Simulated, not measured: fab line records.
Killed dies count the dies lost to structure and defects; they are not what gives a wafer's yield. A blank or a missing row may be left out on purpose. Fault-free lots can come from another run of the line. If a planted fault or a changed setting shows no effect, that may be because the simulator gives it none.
One fault through the eyes of 2 desks -- flow gf180mcu -- what lay behind the numbers comes last; until then each desk has only its own

FOR THE TOOL OWNER'S DESK: litho track-04
The tool's own readings at GF_MVPSD_COAT_02 (resist thk 3000 nm): means of the sampled wafers that have a number, for each lot that ran on this tool. The brackets show how far a lot's mean lies from the usual mean; more than 4 standard deviations puts the lot out of limits, marked OUT.
Columns: A = dispense pressure kPa at GF_MVPSD_COAT_02, usual 50.4 kPa; B = resist line temp C at GF_MVPSD_COAT_02, usual 23.01 C
lot,first seen here,A,B
L860,day 4 15:26,54.4,23.00
L862,day 5 06:31,54.5,23.01
L876,day 8 15:47,54.5,22.98
L877,day 8 21:01,54.5,23.09
Result from this desk: across the 4 lots, nothing is out of limits.

FROM THE METROLOGY DESK
Means of the sampled wafers that have a number, per lot and without regard to the tool the lot ran on: this is what the gauges read. The brackets show how far a lot's mean lies from the usual mean; more than 4 standard deviations puts the lot out of limits, marked OUT.
Columns: A = DNWELL_TW at GF_DNWELL_TW_MEAS_09, usual 1346; B = LVPWELL_OVL at GF_LVPWELL_OVL_MEAS_07, usual 0.0 nm; C = cd nm at GF_HV_LDD_CD_MEAS_19, usual 400.1 nm
lot,first seen here,A,B,C
L860,day 2 17:52,1362,1.5,399.2
L862,day 3 06:35,1326,-1.6,399.1
L863,day 3 10:17,1350,-2.7,400.8
L864,day 3 15:40,1351,1.3,401.6
L865,day 3 20:41,1336,1.0,401.0
L866,day 4 03:29,1356,-0.6,404.3
L868,day 4 11:52,1336,0.5,398.7
L876,day 6 07:47,1336,-0.1,399.1
L877,day 6 13:11,1345,-0.8,398.7
L878,day 6 22:15,1366,1.1,400.6
L880,day 7 05:04,1349,-0.4,396.8
L881,day 7 10:26,1338,1.2,400.0
L883,day 7 23:58,1350,-2.0,399.2
Result from this desk: across the 13 lots, nothing is out of limits.

ALL TOGETHER
Nothing out of limits was seen by the tool owner's desk.
Metrology desk: nothing out of limits seen.

WHAT HAD BEEN PUT IN BY THE SIMULATOR
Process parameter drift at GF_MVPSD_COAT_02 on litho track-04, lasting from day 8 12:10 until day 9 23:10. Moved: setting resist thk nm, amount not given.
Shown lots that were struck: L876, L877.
